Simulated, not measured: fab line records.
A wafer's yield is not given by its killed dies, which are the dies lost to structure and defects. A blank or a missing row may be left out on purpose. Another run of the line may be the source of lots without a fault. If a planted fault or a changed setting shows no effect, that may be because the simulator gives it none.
fab line records	flow sky130
record: lots: 7	wafers: 21	last-day: 50
route steps=708 shown LDD_HVN@274 LDD_HVP@278 LDD_LDN@289 PAD_OPEN@708
lots that met no fault: taken from a fault-free run of the same line
start-h: the number of hours between the record's first day and the start of the first shown wafer of the lot	wait-h: time in hours since the lot's previous step	" repeats the value in the row above	L1.1+2: a single row standing in for several wafers	- no value, or no start given	* or withheld: withheld	< > ~ a bound
route shown NAME@n: names a module that has steps shown in the file, with the first one's number in the route	usual: the fault-free wafers' mean and standard deviation	same: alike in all rows	chamber/n: place in a boat	sites: the reading at each site	_std_site: how widely they spread, as a standard deviation	_edge_site: the outer-site mean with the inner-site mean subtracted	radius-mm: for every site, how far away it sits from the centre of the wafer	mask NAME#n: copy n	behind: the tool/chamber that last shaped the wafer	hold: what put the lot on hold/how long, in hours/how the hold closed	device: names the non-switching transistor (n, p or np)	end of line: tests of these same wafers at the route's end	step lacking rows: just its recipe	killed: count of dies lost to structure and defects at first sort (not the wafer's yield)	map: dies across one wafer; x = killed, . = not, _ = none there
set.NAME: the setting the step ran with; set.NAME@STEP: the setting that earlier step ran with	model.NAME: the simulator's own value behind a step, which no gauge read
a table for each step, a row for each wafer; lots at some steps of the route
services: the hour from which a tool's chamber was out of use, counted from the record's first day as start-h (under 0 if before that day), plus the number of hours and why
== steps ==
step: SKY_LDD_HVN_OVL_MEAS_07
usual: LDD_HVN_OVL: 0.0/1.3
lot.wafer	tool	chamber	start-h	wait-h	LDD_HVN_OVL[nm]
L580.2	overlay-01	-	459.99	0.1	0.4
L580.3	"	-	"	"	3.2
L580.5	"	-	"	"	1.3
L583.3	overlay-01	-	477.36	0.1	1.0
L583.5	"	-	"	"	-1.0
L583.6	"	-	"	"	-0.4
L585.1	overlay-01	-	501.30	0.1	-0.2
L585.3	"	-	"	"	0.7
L585.4	"	-	"	"	2.2
L596.2	overlay-02	-	615.09	0.1	-0.4
L596.3	"	-	"	"	1.8
L596.6	"	-	"	"	0.5
L593.4	overlay-01	-	621.32	0.1	1.2
L593.5	"	-	"	"	0.6
L593.6	"	-	"	"	3.4
L598.4	overlay-01	-	633.32	0.1	-1.7
L598.5	"	-	"	"	-0.6
L598.6	"	-	"	"	-1.8
L602.2	overlay-01	-	655.69	0.1	1.6
L602.3	"	-	"	"	1.5
L602.4	"	-	"	"	0.8
step: SKY_LDD_HVN_IMPLANT_08
recipe: species: P	energy-kev: 60	dose-cm2: 3e+13	tilt-deg: 40
step: SKY_LDD_HVN_STRIP_09
recipe: chemistry: O2/N2	power-w: 1400	pressure-mtorr: 1500	platen-temp-c: withheld	o2-flow-sccm: 3000	n2-flow-sccm: 300	overash-fraction: 0.5
usual: drypump-motor-current-A: 6.2/0.48	n2-flow-sccm: 299.8/0.75	oes-product-au: 0.409/0.0043	strip-time-to-endpoint-s: 4.136/0.018
lot.wafer	tool	chamber	start-h	wait-h	drypump-motor-current-A	n2-flow-sccm	oes-product-au	rf-hours-counter-h	strip-time-to-endpoint-s
L580.2	plasma-asher-01	0	460.17	0.1	6.3	300.0	0.409	38	4.153
L580.3	"	1	"	"	6.4	300.9	0.411	-	4.148
L580.5	"	1	"	"	6.4	302.4	0.407	-	4.175
L583.3	plasma-asher-04	1	477.57	0.1	6.8	298.6	0.404	-	4.136
L583.5	"	1	"	"	6.7	299.2	0.405	-	4.120
L583.6	"	0	"	"	5.2	299.9	0.406	-	4.103
L585.1	plasma-asher-04	0	501.49	0.1	5.2	299.9	0.409	78	4.139
L585.3	"	1	"	"	6.7	300.1	0.406	-	4.109
L585.4	"	0	"	"	5.2	299.9	0.414	-	4.141
L596.2	plasma-asher-01	1	615.27	0.1	6.4	300.3	0.411	54	4.128
L596.3	"	1	"	"	6.4	300.0	0.416	-	4.117
L596.6	"	0	"	"	6.3	298.3	0.403	-	4.142
L593.4	plasma-asher-02	0	621.52	0.1	5.8	301.1	0.415	-	4.156
L593.5	"	0	"	"	5.8	300.3	0.410	-	4.142
L593.6	"	1	"	"	6.2	299.9	0.409	-	4.146
L598.4	plasma-asher-04	0	633.52	0.1	5.2	299.8	0.407	-	4.131
L598.5	"	0	"	"	5.2	300.3	0.411	-	4.151
L598.6	"	1	"	"	6.8	299.6	0.414	-	4.123
L602.2	plasma-asher-01	0	655.87	0.1	6.3	300.0	0.410	58	4.161
L602.3	"	1	"	"	6.4	298.9	0.415	-	4.138
L602.4	"	0	"	"	6.3	299.3	0.410	-	4.168
step: SKY_LDD_HVN_TW_MEAS_10
usual: LDD_HVN_TW: 1462/21
lot.wafer	tool	chamber	start-h	wait-h	LDD_HVN_TW
L580.2	film-metro-03	-	460.28	0.1	1422
L580.3	"	-	"	"	1420
L580.5	"	-	"	"	1429
L583.3	film-metro-03	-	477.66	0.1	1429
L583.5	"	-	"	"	1432
L583.6	"	-	"	"	1424
L585.1	film-metro-03	-	501.59	0.1	1422
L585.3	"	-	"	"	1422
L585.4	"	-	"	"	1420
L596.2	film-metro-04	-	615.38	0.1	1486
L596.3	"	-	"	"	1481
L596.6	"	-	"	"	1480
L593.4	film-metro-04	-	621.62	0.1	1480
L593.5	"	-	"	"	1471
L593.6	"	-	"	"	1482
L598.4	film-metro-01	-	633.62	0.1	1457
L598.5	"	-	"	"	1465
L598.6	"	-	"	"	1464
L602.2	film-metro-01	-	655.98	0.1	1450
L602.3	"	-	"	"	1456
L602.4	"	-	"	"	1447
step: SKY_LDD_HVP_DEHYDRATE_00
recipe: temp-c: 200	time-s: 60
step: SKY_LDD_HVP_HMDS_01
recipe: prime-time-s: 60	prime-temp-c: 120
step: SKY_LDD_HVP_COAT_02
recipe: resist: NOVOLAK	spin-rpm: 3000	resist-thk-nm: 300
step: SKY_LDD_HVP_SOFTBAKE_03
recipe: temp-c: 90	time-s: 60	resist: NOVOLAK
step: SKY_LDD_HVP_EXPOSE_04
recipe: mask-id: HVPTM	na: 0.6	source-shape: conventional	sigma-outer: 0.6	polarization: unpolarized	target-cd-nm: 700	dose-mj: 86
step: SKY_LDD_HVP_PEB_05
recipe: temp-c: withheld	time-s: *	resist: NOVOLAK
step: SKY_LDD_HVP_DEVELOP_06
recipe: resist: NOVOLAK	developer: TMAH	develop-time-s: 60	dev-temp-c: 23
step: SKY_LDD_HVP_OVL_MEAS_07
usual: LDD_HVP_OVL: 1.0/1.3
lot.wafer	tool	chamber	start-h	wait-h	LDD_HVP_OVL[nm]
L580.2	overlay-01	-	489.91	0.1	-1.0
L580.3	"	-	"	"	0.2
L580.5	"	-	"	"	-0.4
L583.3	overlay-01	-	507.75	0.1	-1.0
L583.5	"	-	"	"	-1.1
L583.6	"	-	"	"	0.1
L585.1	overlay-02	-	532.10	0.1	2.2
L585.3	"	-	"	"	0.7
L585.4	"	-	"	"	2.2
L596.2	overlay-02	-	644.69	0.1	0.2
L596.3	"	-	"	"	-0.4
L596.6	"	-	"	"	1.6
L593.4	overlay-02	-	650.50	0.1	0.2
L593.5	"	-	"	"	-1.5
L593.6	"	-	"	"	0.7
L598.4	overlay-02	-	662.20	0.1	1.6
L598.5	"	-	"	"	0.8
L598.6	"	-	"	"	0.4
L602.2	overlay-02	-	683.51	0.1	2.2
L602.3	"	-	"	"	4.5
L602.4	"	-	"	"	2.9
step: SKY_LDD_HVP_IMPLANT_08
recipe: species: B	energy-kev: 20	dose-cm2: 1.7e+13	tilt-deg: 17.9
lot.wafer	tool	chamber	start-h	wait-h
L580.2+3+5	implanter-02	0	489.96	0.0
L580.2+3+5	implanter-02	0	490.28	0.3
L583.3+5+6	implanter-02	0	507.82	0.1
L583.3+5+6	implanter-02	0	508.14	0.3
L585.1+3+4	implanter-04	0	532.14	0.0
L585.1+3+4	implanter-04	0	532.45	0.3
L596.2+3+6	implanter-02	0	644.74	0.0
L593.4+5+6	implanter-04	0	650.59	0.1
L598.4+5+6	implanter-02	0	662.29	0.1
L602.2+3+4	implanter-02	0	683.56	0.0
step: SKY_LDD_HVP_STRIP_09
recipe: chemistry: O2/N2	power-w: 1400	pressure-mtorr: 1500	platen-temp-c: withheld	o2-flow-sccm: 3000	n2-flow-sccm: 300	overash-fraction: 0.5
usual: drypump-motor-current-A: 6.11/0.27	n2-flow-sccm: 300.1/0.9	oes-product-au: 0.409/0.0043	strip-time-to-endpoint-s: 4.134/0.017
lot.wafer	tool	chamber	start-h	wait-h	drypump-motor-current-A	n2-flow-sccm	oes-product-au	rf-hours-counter-h	strip-time-to-endpoint-s
L580.2	plasma-asher-01	1	490.41	0.1	6.39	300.2	0.408	41	4.148
L580.3	"	1	"	"	6.39	300.7	0.418	-	4.144
L580.5	"	1	"	"	6.38	299.6	0.414	-	4.145
L583.3	plasma-asher-01	0	508.27	0.1	6.26	298.9	0.404	-	4.106
L583.5	"	0	"	"	6.28	299.2	0.406	-	4.085
L583.6	"	1	"	"	6.37	300.3	0.407	-	4.109
L585.1	plasma-asher-03	1	532.60	0.1	6.34	300.4	0.400	11	4.095
L585.3	"	0	"	"	5.67	301.6	0.412	-	4.141
L585.4	"	1	"	"	6.32	301.6	0.409	-	4.137
L596.2	plasma-asher-01	0	644.87	0.1	6.25	299.4	0.406	56	4.143
L596.3	"	1	"	"	6.35	300.0	0.409	-	4.119
L596.6	"	0	"	"	6.29	298.9	0.407	-	4.123
L593.4	plasma-asher-01	0	650.70	0.1	6.27	299.1	0.404	-	4.147
L593.5	"	1	"	"	6.40	299.9	0.407	-	4.138
L593.6	"	0	"	"	6.25	300.3	0.409	-	4.167
L598.4	plasma-asher-02	1	662.40	0.1	6.16	299.6	0.413	-	4.135
L598.5	"	0	"	"	5.85	300.8	0.411	-	4.151
L598.6	"	1	"	"	6.15	300.0	0.411	-	4.137
L602.2	plasma-asher-02	0	683.69	0.1	5.85	301.1	0.412	83	4.133
L602.3	"	0	"	"	5.86	299.3	0.409	-	4.142
L602.4	"	1	"	"	6.17	300.1	0.411	-	4.140
step: SKY_LDD_HVP_TW_MEAS_10
usual: LDD_HVP_TW: 457/4.9
lot.wafer	tool	chamber	start-h	wait-h	LDD_HVP_TW
L580.2	film-metro-02	-	490.52	0.1	564
L580.3	"	-	"	"	567
L580.5	"	-	"	"	569
L583.3	film-metro-01	-	508.36	0.1	574
L583.5	"	-	"	"	575
L583.6	"	-	"	"	574
L585.1	film-metro-03	-	532.70	0.1	562
L585.3	"	-	"	"	563
L585.4	"	-	"	"	558
L596.2	film-metro-02	-	644.98	0.1	457
L596.3	"	-	"	"	460
L596.6	"	-	"	"	458
L593.4	film-metro-02	-	650.80	0.1	458
L593.5	"	-	"	"	456
L593.6	"	-	"	"	454
L598.4	film-metro-03	-	662.50	0.1	449
L598.5	"	-	"	"	451
L598.6	"	-	"	"	448
L602.2	film-metro-01	-	683.80	0.1	466
L602.3	"	-	"	"	463
L602.4	"	-	"	"	463
step: SKY_LDD_LDN_DEHYDRATE_00
recipe: temp-c: 200	time-s: 60
step: SKY_PAD_OPEN_PROBE_99
usual: killed_at_M0_to_M3: 43/7.3	killed_at_M4_up: 3.4/1.7	killed-at-contacts: 24/4.5	killed-at-front-end: 16/4.4	killed-at-other: 0.2/0.51	killed-dies: 86/9.7	killed-open: 46/6.6	killed-short: 39/7.1
same: gross-dies: 492	killed-at-back-side: 0
lot.wafer	tool	chamber	start-h	wait-h	killed_at_M0_to_M3	killed_at_M4_up	killed-at-contacts	killed-at-front-end	killed-at-other	killed-dies	killed-open	killed-short	model.etest.tip_p_5v.rs-ohm-sq	model.etest.pfet-g5v0d10v5.r-on-ohm-um	model.etest.pfet-g5v0d10v5.drive-ua-um	model.etest.res-pdiff-hv.rs-ohm-sq	model.etest.pfet-g5v0d10v5.off-log10-a-um	model.etest.ring_5v.delay-ps	model.etest.pfet-g5v0d10v5.vt-sat-v
L580.2	prober-02	-	1072.83	0.1	57	2	22	21	0	102	56	46	1763	4485	361.1	188.8	-12.26	44.33	-0.6155
L580.3	prober-02	-	1072.88	0.2	30	2	30	18	0	80	33	47	1764	4427	369.1	187.7	-11.92	43.82	-0.5955
L580.5	prober-02	-	1072.98	0.2	42	3	28	17	0	90	45	45	1763	4458	364.2	187.5	-12.11	44.01	-0.6154
L583.3	prober-01	-	1083.07	0.2	44	2	22	18	0	86	46	40	1752	4424	370.4	187.2	-11.36	43.59	-0.5373
L583.5	prober-01	-	1083.17	0.2	41	2	28	9	0	80	45	35	1754	4360	373.5	185.8	-11.38	43.26	-0.5424
L583.6	prober-01	-	1083.22	0.2	34	2	30	19	0	85	42	43	1767	4433	372.7	188.1	-11.35	43.34	-0.5346
L585.1	prober-01	-	1101.54	0.1	42	2	36	12	1	93	51	41	1738	4369	369.9	187.1	-10.57	43.57	-0.4728
L585.3	prober-01	-	1101.64	0.2	49	3	18	17	0	87	52	35	1747	4307	380.6	187.3	-10.29	42.78	-0.4481
L585.4	prober-01	-	1101.69	0.2	39	6	27	17	1	90	43	47	1734	4318	377.4	185.4	-10.51	43.4	-0.453
L596.2	prober-01	-	1171.14	0.1	41	2	19	20	0	82	51	31	2843	4815	336.5	193.9	-12.66	45.36	-0.6437
L596.3	prober-01	-	1171.19	0.2	52	5	18	20	0	95	42	53	2868	4725	339.5	190.8	-12.79	45.15	-0.6496
L596.6	prober-01	-	1171.34	0.2	45	2	20	6	1	74	37	37	2856	4852	329.6	192.6	-13.15	45.93	-0.6976
L593.4	prober-01	-	1180.61	0.2	37	1	26	25	1	90	41	49	2882	4743	342.1	192.5	-12.52	44.98	-0.6318
L593.5	prober-01	-	1180.66	0.2	50	0	23	16	0	89	52	37	2887	4776	343.9	190.3	-12.35	44.83	-0.6085
L593.6	prober-01	-	1180.71	0.2	57	1	25	18	0	101	54	47	2886	4706	345.8	191.2	-12.43	45.01	-0.63
L598.4	prober-01	-	1185.44	0.2	39	5	22	18	0	84	44	38	2919	4836	335.1	191	-13.16	45.15	-0.7043
L598.5	prober-01	-	1185.49	0.2	49	3	21	17	0	90	54	36	2886	4867	331.8	193.7	-13.24	45.27	-0.7061
L598.6	prober-01	-	1185.54	0.2	53	1	26	16	0	96	53	42	2912	4858	330.6	193.6	-13.29	45.93	-0.7008
L602.2	prober-01	-	1197.62	0.1	42	6	13	15	0	76	43	33	2842	4666	349.6	193.3	-12.2	44.06	-0.583
L602.3	prober-01	-	1197.67	0.2	42	7	23	12	1	85	41	44	2840	4685	348.9	194.1	-12.36	44.07	-0.6124
L602.4	prober-01	-	1197.72	0.2	36	4	24	7	0	71	32	39	2865	4745	342.5	192.6	-12.17	44.75	-0.583
killed by level:class
L580.2 VIA1:geometric-particle:open=18 METAL2:geometric-particle:short=11 VIA2:geometric-particle:open=11 CONTACT:geometric-particle:open=6 FIELD_ISO:geometric-particle:open=5 POLY_GATE:geometric-particle:open=5 LI_CONTACT:geometric-particle:short=5 METAL1:geometric-particle:short=5
L580.3 CONTACT:geometric-particle:open=10 POLY_GATE:geometric-particle:short=7 METAL2:geometric-particle:short=7 LOCAL_INTERCONNECT:geometric-particle:short=6 VIA1:geometric-particle:open=6 LI_CONTACT:geometric-particle:open=5 LI_CONTACT:geometric-particle:short=4 CONTACT:geometric-particle:short=4
L580.5 LI_CONTACT:geometric-particle:open=10 VIA1:geometric-particle:open=8 LOCAL_INTERCONNECT:geometric-particle:short=7 METAL2:geometric-particle:short=6 FIELD_ISO:geometric-particle:short=5 CONTACT:geometric-particle:open=5 VIA1:geometric-particle:short=5 VIA2:geometric-particle:short=5
L583.3 VIA1:geometric-particle:open=11 CONTACT:geometric-particle:open=7 FIELD_ISO:geometric-particle:open=6 VIA3:geometric-particle:open=6 FIELD_ISO:geometric-particle:short=5 VIA1:geometric-particle:short=5 VIA2:geometric-particle:short=4 LI_CONTACT:geometric-particle:open=4
L583.5 CONTACT:geometric-particle:open=12 VIA1:geometric-particle:open=10 VIA3:geometric-particle:open=8 VIA2:geometric-particle:open=6 LOCAL_INTERCONNECT:geometric-particle:short=6 POLY_GATE:geometric-particle:short=5 CONTACT:geometric-particle:short=5 METAL1:geometric-particle:short=5
L583.6 CONTACT:geometric-particle:open=14 VIA1:geometric-particle:open=9 FIELD_ISO:geometric-particle:short=6 LI_CONTACT:geometric-particle:open=6 SONOS_ONO:geometric-particle:short=5 METAL1:geometric-particle:short=5 METAL2:geometric-particle:short=5 LOCAL_INTERCONNECT:geometric-particle:short=4
L585.1 CONTACT:geometric-particle:open=20 VIA1:geometric-particle:open=9 METAL1:geometric-particle:short=9 POLY_GATE:geometric-particle:open=7 LOCAL_INTERCONNECT:geometric-particle:short=6 CONTACT:geometric-particle:short=5 LI_CONTACT:geometric-particle:open=4 VIA1:geometric-particle:short=4
L585.3 CONTACT:geometric-particle:open=11 VIA1:geometric-particle:open=11 FIELD_ISO:geometric-particle:open=8 VIA1:geometric-particle:short=7 FIELD_ISO:geometric-particle:short=5 VIA2:geometric-particle:open=5 VIA3:geometric-particle:open=5 METAL1:geometric-particle:short=4
L585.4 CONTACT:geometric-particle:open=11 VIA2:geometric-particle:open=7 VIA1:geometric-particle:open=6 CONTACT:geometric-particle:short=6 METAL1:geometric-particle:short=6 METAL4:geometric-particle:short=6 VIA1:geometric-particle:short=5 FIELD_ISO:geometric-particle:short=4
L596.2 VIA1:geometric-particle:open=9 CONTACT:geometric-particle:open=7 FIELD_ISO:geometric-particle:open=6 POLY_GATE:geometric-particle:open=6 LI_CONTACT:geometric-particle:open=5 METAL2:geometric-particle:short=5 VIA2:geometric-particle:open=5 VIA3:geometric-particle:open=5
L596.3 VIA1:geometric-particle:open=11 VIA3:geometric-particle:open=9 FIELD_ISO:geometric-particle:short=7 METAL3:geometric-particle:short=7 METAL2:geometric-particle:short=6 CONTACT:geometric-particle:short=6 LI_CONTACT:geometric-particle:open=5 METAL1:geometric-particle:short=5
L596.6 VIA1:geometric-particle:open=8 VIA3:geometric-particle:open=7 METAL2:geometric-particle:short=7 CONTACT:geometric-particle:open=7 METAL1:geometric-particle:short=7 CONTACT:geometric-particle:short=6 VIA2:geometric-particle:open=6 LI_CONTACT:geometric-particle:open=5
L593.4 LI_CONTACT:geometric-particle:open=10 VIA1:geometric-particle:open=10 FIELD_ISO:geometric-particle:short=9 LOCAL_INTERCONNECT:geometric-particle:short=6 VIA1:geometric-particle:short=6 FIELD_ISO:geometric-particle:open=5 VIA2:geometric-particle:open=5 CONTACT:geometric-particle:short=4
L593.5 VIA1:geometric-particle:open=19 VIA2:geometric-particle:open=8 LI_CONTACT:geometric-particle:open=7 CONTACT:geometric-particle:open=7 METAL1:geometric-particle:short=7 VIA3:geometric-particle:short=5 POLY_GATE:geometric-particle:short=4 LI_CONTACT:geometric-particle:short=4
L593.6 CONTACT:geometric-particle:open=11 METAL1:geometric-particle:short=10 VIA1:geometric-particle:open=10 VIA3:geometric-particle:open=7 METAL2:geometric-particle:short=6 VIA2:geometric-particle:short=6 FIELD_ISO:geometric-particle:short=5 FIELD_ISO:geometric-particle:open=5
L598.4 VIA1:geometric-particle:open=16 LI_CONTACT:geometric-particle:open=7 METAL1:geometric-particle:short=6 POLY_GATE:geometric-particle:short=5 CONTACT:geometric-particle:open=5 METAL2:geometric-particle:short=5 POLY_GATE:geometric-particle:open=4 CONTACT:geometric-particle:short=4
L598.5 VIA3:geometric-particle:open=12 CONTACT:geometric-particle:open=10 VIA2:geometric-particle:open=8 VIA1:geometric-particle:open=6 FIELD_ISO:geometric-particle:open=5 METAL2:geometric-particle:short=5 METAL1:geometric-particle:short=5 POLY_GATE:geometric-particle:open=4
L598.6 VIA1:geometric-particle:open=16 LI_CONTACT:geometric-particle:open=9 METAL1:geometric-particle:short=8 CONTACT:geometric-particle:short=7 VIA3:geometric-particle:open=7 CONTACT:geometric-particle:open=4 VIA1:geometric-particle:short=4 METAL2:geometric-particle:short=4
L602.2 POLY_GATE:geometric-particle:open=8 METAL1:geometric-particle:short=8 VIA3:geometric-particle:open=8 VIA1:geometric-particle:open=7 METAL2:geometric-particle:short=6 CONTACT:geometric-particle:open=4 CONTACT:geometric-particle:short=4 FIELD_ISO:geometric-particle:open=3
L602.3 METAL2:geometric-particle:short=12 VIA1:geometric-particle:open=11 LI_CONTACT:geometric-particle:open=8 METAL4:geometric-particle:short=7 CONTACT:geometric-particle:short=5 VIA2:geometric-particle:open=5 VIA3:geometric-particle:open=5 LI_CONTACT:geometric-particle:short=4
L602.4 VIA1:geometric-particle:open=7 LOCAL_INTERCONNECT:geometric-particle:short=7 METAL2:geometric-particle:short=7 CONTACT:geometric-particle:open=6 POLY_GATE:geometric-particle:short=5 VIA1:geometric-particle:short=5 VIA2:geometric-particle:open=5 LI_CONTACT:geometric-particle:short=4
== services ==
tool	chamber	start-h	hours	kind
plasma-asher-02	-	455.86	28.1	pm
implanter-04	-	468.76	1.0	repair
plasma-asher-03	-	487.14	0.8	repair
implanter-02	-	490.60	3.0	repair
plasma-asher-01	-	497.35	7.7	repair
plasma-asher-04	-	517.48	14.6	pm
implanter-02	-	528.85	5.5	pm
implanter-02	-	549.29	6.5	repair
implanter-04	-	551.00	4.1	pm
plasma-asher-02	-	596.10	1.3	repair
implanter-04	-	667.40	10.4	repair
== key ==
first-sign: step: SKY_LDD_HVP_IMPLANT_08	reading: visit	direction: added
effect: step: SKY_LDD_HVP_TW_MEAS_10	reading: LDD_HVP_TW	direction: up	sigmas: 23	usual: 457	struck: 567
model-effect: step: SKY_PAD_OPEN_PROBE_99	value: etest.tip_p_5v.rs-ohm-sq	without: 2872	struck: 1754
met-at SKY_LDD_HVP_IMPLANT_08
struck-wafers L580.2,L580.3,L580.5,L583.3,L583.5,L583.6,L585.1,L585.3,L585.4
tester-left-out L580,L583,L585
fault: kind: repeated-step-whole	tool: implanter-02,implanter-03,implanter-04	chamber: -	onset-h: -	steps: SKY_LDD_HVP_IMPLANT_08	times: 1	scope: struck-lots-only
tester-left-out: of these lots the tester's yield and bins aren't shown, on N5 and GAA mostly nor the transistor test; their killed dies are dies lost to structure and defects alone, not to doping, threshold or leakage, so they don't give the yield
